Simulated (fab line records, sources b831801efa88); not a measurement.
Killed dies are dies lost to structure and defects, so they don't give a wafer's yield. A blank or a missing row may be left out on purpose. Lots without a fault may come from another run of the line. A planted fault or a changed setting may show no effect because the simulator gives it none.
Split-lot experiment | flow sky130 | 5 lots, 23 wafers read, on a route of 708 steps

THE SPLIT
At SKY_LDD_P_COAT_02 (resist thk 1140 nm), the setting spin_rpm was moved away from the recipe's 3000 rpm on 5 of the 23 wafers read, by -5.8% to +6.3%. The other wafers ran this setting at the recipe's value.

The reading is taken at the split's own step.

THE READING
NOVOLAK_of_LDD_P_COAT_02.thk_nm (the simulator's own value, which no gauge read), in nm, at SKY_LDD_P_COAT_02 (resist thk 1140 nm). The file gives no usual value for it. The 18 wafers here that ran the recipe average 1141 nm, standard deviation 3.9 nm.

wafer  | tool, chamber at the split | spin_rpm as run, rpm | against the recipe | NOVOLAK_of_LDD_P_COAT_02.thk_nm, nm | against lot-mates on the recipe
L074.1 | litho_track-04, 0          | 3190                 | +6.3%              | 1109                                | -36
L074.2 | litho_track-04, 0          | 3000                 | recipe             | 1143                                | -
L074.3 | litho_track-04, 0          | 3190                 | +6.3%              | 1106                                | -38
L074.4 | litho_track-04, 0          | 3190                 | +6.3%              | 1104                                | -40
L074.5 | litho_track-04, 0          | 3000                 | recipe             | 1146                                | -
L075.1 | litho_track-02, 0          | 3000                 | recipe             | 1146                                | -
L075.2 | litho_track-02, 0          | 3000                 | recipe             | 1139                                | -
L075.3 | litho_track-02, 0          | 3000                 | recipe             | 1141                                | -
L075.5 | litho_track-02, 0          | 3000                 | recipe             | 1141                                | -
L075.4 | litho_track-02, 0          | 3000                 | recipe             | 1140                                | -
L077.1 | litho_track-03, 0          | 2825                 | -5.8%              | 1173                                | +34
L077.2 | litho_track-03, 0          | 3000                 | recipe             | 1139                                | -
L077.6 | litho_track-03, 0          | 3000                 | recipe             | 1139                                | -
L077.3 | litho_track-03, 0          | 2825                 | -5.8%              | 1175                                | +36
L077.5 | litho_track-03, 0          | 3000                 | recipe             | 1138                                | -
L078.3 | litho_track-04, 0          | 3000                 | recipe             | 1135                                | -
L078.4 | litho_track-04, 0          | 3000                 | recipe             | 1133                                | -
L078.5 | litho_track-04, 0          | 3000                 | recipe             | 1138                                | -
L080.1 | litho_track-02, 0          | 3000                 | recipe             | 1146                                | -
L080.3 | litho_track-02, 0          | 3000                 | recipe             | 1146                                | -
L080.2 | litho_track-02, 0          | 3000                 | recipe             | 1142                                | -
L080.4 | litho_track-02, 0          | 3000                 | recipe             | 1145                                | -
L080.5 | litho_track-02, 0          | 3000                 | recipe             | 1145                                | -

THE FIT
A straight line over all 23 wafers: NOVOLAK_of_LDD_P_COAT_02.thk_nm changes by -5.55 nm for each +1% of spin_rpm; r = -0.98; the points scatter about the line by 3.7 nm.
The same after taking each lot's own level away (the mean of its wafers on the recipe; 23 wafers): -6.04 nm for each +1%; r = -0.99; scatter 1.9 nm.
On that fit, the largest move of spin_rpm shifts the reading by 38 nm.
The lots' own levels span 1135.3 to 1144.8 nm, that is 2.5 times the standard deviation above.
So the lot-to-lot level changes the slope little: the two slopes agree.
Check: with one of the wafers moved furthest among these (+6.3%) left out of the fit, the line predicts -39.1 nm for it against its lot-mates. It came out at -35.5 nm against them.

OTHER SPLITS ON THESE WAFERS
These wafers also went through other splits before the reading. Each is held against what the fit with the lots' levels taken away leaves over:
other split on the same wafers      | wafers away from the commonest value | r with NOVOLAK_of_LDD_P_COAT_02.thk_nm (lot level and that fit taken away)
SKY_POLY_GATE_CVD_03 pressure_mtorr | 18                                   | +0.01
SKY_POLY_GATE_COAT_08 resist_thk_nm | 7                                    | +0.33
SKY_POLY_GATE_ETCH_16 source_w      | 7                                    | -0.10

THE WHOLE CHAIN: every reading that the file lists as answering this split, in the file's order
step               | what it does       | reading                                                                          | change (the file's fit)              | r (the file's)
SKY_LDD_P_COAT_02  | resist thk 1140 nm | NOVOLAK_of_LDD_P_COAT_02.thk_nm (the simulator's own value, which no gauge read) | -6.06 nm for each +1% of the setting | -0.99
SKY_LDD_P_STRIP_10 | strips in O2/N2    | strip_time_to_endpoint_s                                                         | withheld for each +1% of the setting | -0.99

THE FILE'S OWN FIT
NOVOLAK_of_LDD_P_COAT_02.thk_nm changes by -6.06 nm for each +1% of spin_rpm, r = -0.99.
